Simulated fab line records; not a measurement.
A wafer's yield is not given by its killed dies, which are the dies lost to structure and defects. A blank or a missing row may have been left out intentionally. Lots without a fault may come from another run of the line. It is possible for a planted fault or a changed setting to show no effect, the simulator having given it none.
The tool behind it: which one? -- flow sky130 -- Sampling: 12 lots, 36 wafers, 4 of 708 route steps

## WHAT THE GAUGES READ, wafer by wafer
SKY_METAL3_OVL_MEAS_14.
lot,measured,on,METAL3_OVL (nm)
L075,day 39 01:49,overlay-02,-2 -6 -1
L077,day 39 21:04,overlay-02,-10 -10 -8
L079,day 40 07:01,overlay-02,-3 -2 -2
L081,day 41 01:05,overlay-02,-6 -6 -2
L083,day 41 06:55,overlay-02,-5 -1 -8
L085,day 42 02:11,overlay-01,-3 -11 -8
L087,day 42 19:01,overlay-02,-1 -8 -5
L089,day 43 05:06,overlay-01,-2 3 -3
L091,day 43 18:37,overlay-01,2 4 2
L093,day 44 08:02,overlay-02,-4 0 13
L095,day 44 15:28,overlay-01,-3 -4 -3
L097,day 45 05:58,overlay-02,-8 -4 -4

## EACH LOT AND THE TOOL THAT RAN IT (in order: tool; ch and the chambers of the sampled wafers; start)
lot,SKY_METAL2_SPUTTER_04,SKY_METAL2_METAL_ETCH_19,SKY_CAPM_STRIP_14
L075,"pvd sputter-01, day 34 12:52","rie metal-04 ch 0,1, day 35 14:57","plasma asher-03 ch 0,1, day 37 23:13"
L077,"pvd sputter-01, day 35 06:55","rie metal-04 ch 0,1, day 36 10:09","plasma asher-03 ch 1, day 38 19:16"
L079,"pvd sputter-03, day 35 20:48","rie metal-03 ch 0, day 36 22:45","plasma asher-03 ch 0,1, day 39 05:46"
L081,"pvd sputter-01, day 36 15:35","rie metal-01 ch 0,1, day 37 18:02","plasma asher-03 ch 0,1, day 40 00:03"
L083,"pvd sputter-02, day 36 22:03","rie metal-01 ch 0,1, day 38 00:00","plasma asher-03 ch 0,1, day 40 06:16"
L085,"pvd sputter-03, day 37 18:40","rie metal-03 ch 0,1, day 38 20:43","plasma asher-03 ch 1, day 41 01:44"
L087,"pvd sputter-01, day 38 14:13","rie metal-04 ch 1, day 39 15:19","plasma asher-01 ch 0,1, day 41 18:49"
L089,"pvd sputter-01, day 39 00:59","rie metal-01 ch 0,1, day 40 02:45","plasma asher-03 ch 0,1, day 42 05:19"
L091,"pvd sputter-03, day 39 13:29","rie metal-04 ch 0,1, day 40 15:16","plasma asher-04 ch 0,1, day 42 18:40"
L093,"pvd sputter-01, day 40 05:50","rie metal-01 ch 0,1, day 41 07:02","plasma asher-01 ch 0,1, day 43 09:09"
L095,"pvd sputter-03, day 40 13:35","rie metal-03 ch 0,1, day 41 14:12","plasma asher-04 ch 0,1, day 43 16:55"
L097,"pvd sputter-01, day 41 05:58","rie metal-01 ch 0,1, day 42 05:28","plasma asher-01 ch 0,1, day 44 06:47"
- SKY_METAL2_SPUTTER_04: material TiN, target thk 70 nm, time 58.3 s.
- SKY_METAL2_METAL_ETCH_19: etches the open film in Cl2/BCl3, stops on SiO2, target depth 360 nm, time 78 s.
- SKY_CAPM_STRIP_14: strips in O2/N2.

## THE ANSWER, worked out from the rows above alone
Rule: what is usual is taken from the lots themselves. Put in order of their means at a reading, lots are off if they are a third of the lots or fewer, leave a main group of 4 or more, and stand apart from it by a gap of 3 or more times the standard deviation of the main group's means; of several such gaps the widest counts. Not used: any main group whose means are identical at the precision the tables above print for the reading. Also off: a lot with no number at a reading for which 4 or more lots have one. All remaining lots with rows at the step are treated as sound.
No lot is off on any of the readings shown, so nothing can be concluded from this.

## WHAT HAD BEEN PUT IN BY THE SIMULATOR
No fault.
